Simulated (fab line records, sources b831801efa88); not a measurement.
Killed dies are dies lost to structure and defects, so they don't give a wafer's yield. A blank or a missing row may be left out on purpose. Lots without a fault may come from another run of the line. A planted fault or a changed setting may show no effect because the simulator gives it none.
Problem report in the 8D (eight disciplines) form, filled by code | flow gf180mcu | the parts of the form that need people (team, actions taken, sign-off) are left out

1. THE PROBLEM
M1_ALCU_THK at GF_M1_THK_MEAS_06 reads a mean of 422 nm on 2 wafers of 1 lot; wafers without a fault read 447 nm with a standard deviation of 5.1. That is -4.8 standard deviations from the usual mean.
The step: measures by xrf.
First seen on wafer L326.3, day 17 06:22, on film_metro-03. The record holds 15 wafers of 5 lots with a number at this step. Rule for "out", or "out of limits": more than 4 standard deviations from the usual mean. The other wafers with a number count as sound.

2. WHAT IT IS AND WHAT IT IS NOT
question                    | is                | is not
which readings at this step | M1_ALCU_THK       | -
which lots                  | L326              | L324, L325, L339, L340
which wafers of those lots  | L326.3, L326.4    | L326.2
read on which gauges        | film_metro-03     | film_metro-01
when                        | from day 17 06:22 | up to then (7 sound wafers); but 6 sound wafers of L339, L340 came after

3. SUSPECTS, AND WHAT RULES EACH OUT
Counting: a tool at a process step up to the reading stays a suspect if it ran every lot that is out. Sound lots after the first of them don't rule it out here, since some wafers of a struck lot are sound.
- the gauge at GF_M1_THK_MEAS_06: kept. All the wafers that are out were read on film_metro-03, and no step on other tools shows them out.
- pvd_sputter-03 at GF_CONTACT_SPUTTER_23 (material TiN, target thk 10 nm, time 40 s): kept. It ran the lot that is out, L326 (day 17 05:17); its last sound lot up to then is L325 (day 16 18:50).
- pvd_sputter-02 at GF_M1_SPUTTER_01 (material TiN, target thk 30 nm, time 25 s): kept. It ran the lot that is out, L326 (day 17 06:07); its last sound lot up to then is L325 (day 16 19:34).
- pvd_sputter-02 at GF_M1_SPUTTER_02 (material AlCu, target thk 450 nm, time 23.9 s): kept. It ran the lot that is out, L326 (day 17 06:08); its last sound lot up to then is L325 (day 16 19:35).
- pvd_sputter-02 at GF_M1_SPUTTER_03 (material Ti, target thk 10 nm, time 6.7 s): kept. It ran the lot that is out, L326 (day 17 06:10); its last sound lot up to then is L325 (day 16 19:37).
- pvd_sputter-02 at GF_M1_SPUTTER_04 (material TiN, target thk 50 nm, time 41.7 s): kept. It ran the lot that is out, L326 (day 17 06:11); its last sound lot up to then is L325 (day 16 19:38).
Left after counting: pvd_sputter-03 at GF_CONTACT_SPUTTER_23, pvd_sputter-02 at GF_M1_SPUTTER_01, pvd_sputter-02 at GF_M1_SPUTTER_02, pvd_sputter-02 at GF_M1_SPUTTER_03, pvd_sputter-02 at GF_M1_SPUTTER_04, film_metro-03 at GF_M1_THK_MEAS_06.

4. THE CAUSE (what the simulator had put in)
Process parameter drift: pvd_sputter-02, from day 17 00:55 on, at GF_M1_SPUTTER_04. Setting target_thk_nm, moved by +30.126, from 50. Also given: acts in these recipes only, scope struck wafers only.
Counting left 6 suspects, and this tool is among them.

5. THE CHAIN OF EFFECTS, in route order
Each row: a reading whose mean over the struck wafers that have a number lies more than 3 standard deviations from the usual. Only readings for which the record gives a usual standard deviation are gone through. hours: the time from each lot's start at the first step in this table that gives one to its start at this step, as a median over the lots. sigmas: the change in usual standard deviations.
hours | step              | reading     | usual  | on struck wafers | change | sigmas
0     | GF_M1_THK_MEAS_06 | M1_ALCU_THK | 447 nm | 422              | -24    | -4.8
Later measuring or inspecting steps at which every struck wafer that the step has a row for has a number for every such reading, and none has moved that far: GF_M1_CD_MEAS_14, GF_M1_OVL_MEAS_15, GF_V1_THK_MEAS_01, GF_V1_THK_MEAS_03, GF_V1_BOW_MEAS_05.

6. WHAT WOULD HAVE CAUGHT IT SOONER
In this record the first reading out of limits at a measuring or inspecting step was taken at day 17 06:22, 5 hours after the fault began at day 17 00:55.
Of the tool readings at GF_M1_SPUTTER_04 for which the record gives a usual standard deviation, none was out on any struck wafer, so an alarm limit of 4 standard deviations on them would not have fired.
All the lots that are out (1) had begun GF_M1_SPUTTER_04 on pvd_sputter-02 by day 17 06:22. A hold on the tool at that time would have spared none of them.
